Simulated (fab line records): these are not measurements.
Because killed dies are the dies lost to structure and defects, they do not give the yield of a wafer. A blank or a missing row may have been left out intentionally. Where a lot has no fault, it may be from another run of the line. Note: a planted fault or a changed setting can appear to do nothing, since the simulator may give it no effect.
A lot that was struck, set against a sound lot / flow gf180mcu / 20 steps out of a route of 602
Sound: wafers L706.2, L706.3, L706.4. Struck: wafer L696.2 (left out: L696.1, L696.4 of the same lot, which were not struck); the cause appears at the end.
At each step with rows: each side's tool, then ch and its chambers, then its first start. Under that, the readings that differ: sound wafers / struck wafers / difference of the means / sigmas: that difference in standard deviations of wafers without a fault.
alike: same words and numbers on both sides, and readings whose means sit less than 2 such deviations apart. not compared: any withheld reading, any reading some wafer has no value for, any bound like >300 that may hide the same value, and any number with overlapping values for which the record gives no deviation.
Wherever a step has rows on one side only, a row that says differs or no value, or a row with sigmas, the two part there. Numbers that have no deviation but don't overlap get no sigmas and don't part them. Lack of a reading on every wafer of one side parts them only where that side has two or more wafers.

first, 1 step without rows for these wafers: GF_DUAL_GATE_WET_ETCH_12 (etches SiO2 in dHF, target depth 13 nm, time 260 s).
GF_DUAL_GATE_STRIP_13: strips in O2/N2.
  sound on plasma-asher-03 ch 0,1, day 12 07:15; struck on plasma-asher-03 ch 0, day 9 14:37
  alike: drypump-motor-current-A, heater-power-w, oes-product-au, strip-time-to-endpoint-s
  not compared: rf-hours-counter-h
then, 3 steps without rows for these wafers: GF_DUAL_GATE_CLEAN_14 (cleans in SC1/SC2, time 150 s); GF_DUAL_GATE_OXIDATION_15 (stabilise 600 s, purge 300 s, target thk 7.098 nm); GF_POLY_GATE_CVD_00 (deposits poly-Si, target thk 200 nm, time 1200 s).
GF_POLY_GATE_THK_MEAS_01:
  sound on film-metro-02, day 12 10:54; struck on film-metro-04, day 9 17:39
reading=POLY_GATE_CVD_00_THK (nm); sound=202.9 201.0 200.2; struck=197.7; difference=-3.7; sigmas=-3
then, 6 steps without rows for these wafers: GF_POLY_GATE_DEHYDRATE_02 (time 60 s); GF_POLY_GATE_HMDS_03 (prime time 60 s); GF_POLY_GATE_COAT_04; GF_POLY_GATE_COAT_05 (resist thk 700 nm); GF_POLY_GATE_SOFTBAKE_06 (time 60 s); GF_POLY_GATE_EXPOSE_07 (exposes mask Poly2, target cd 280 nm).
GF_POLY_GATE_PEB_08: peb time 90 s.
  sound on litho-track-01 ch 0, day 13 06:49; struck on litho-track-03 ch 0, day 10 11:03
reading=heater-power-total-W (W); sound=85.60 85.69 85.77; struck=90.05; difference=+4.36; sigmas=+55
  alike: resist-line-temp-C
then, 1 step without rows for these wafers: GF_POLY_GATE_DEVELOP_09 (develop time 60 s).
GF_POLY_GATE_CD_MEAS_10: target cd 280 nm.
  sound on cd-sem-01, day 13 07:09; struck on cd-sem-01, day 10 11:24
  alike: cd-nm
GF_POLY_GATE_OVL_MEAS_11:
  sound on overlay-02, day 13 07:16; struck on overlay-02, day 10 11:31
  alike: POLY_GATE_OVL
GF_POLY_GATE_ETCH_12: etches BARC in N2/H2.
  sound on rie-diel-02 ch 0,1,2, day 13 07:17; struck on rie-diel-04 ch 1, day 10 11:33
reading=drypump-motor-current-A (A); sound=5.96 5.52 5.54; struck=5.04; difference=-0.63; sigmas=-2
reading=model.POLY_GATE.cd-nm (nm); sound=280.1 281.5 279.1; struck=283.5; difference=+3.3; sigmas=
  alike: oes-product-au, throttle-valve-pct
GF_POLY_GATE_ETCH_13: etches poly-Si in HBr/Cl2, stops on SiO2, target depth 198.5 nm, time 69.6 s.
  sound on rie-si-02 ch 1,3, day 13 07:20; struck on rie-si-02 ch 0, day 10 11:36
reading=model.POLY_GATE.cd-nm (nm); sound=280.4 279.9 280.3; struck=283; difference=+3; sigmas=
  alike: drypump-motor-current-A, oes-product-au, throttle-valve-pct
  not compared: rf-hours-counter-h
GF_POLY_GATE_STRIP_14: strips in O2/N2.
  sound on plasma-asher-01 ch 0,1, day 13 07:23; struck on plasma-asher-01 ch 1, day 10 11:40
  alike: drypump-motor-current-A, heater-power-w, oes-product-au
  not compared: rf-hours-counter-h
GF_PASSIVATION_PROBE_99:
  sound wafers here have rows in the record (prober-02, day 33 01:28); struck ones have none

## WHERE THEY PART
At GF_POLY_GATE_THK_MEAS_01 first; at GF_PASSIVATION_PROBE_99 last (within this record only).

WHY: whatever the simulator had introduced
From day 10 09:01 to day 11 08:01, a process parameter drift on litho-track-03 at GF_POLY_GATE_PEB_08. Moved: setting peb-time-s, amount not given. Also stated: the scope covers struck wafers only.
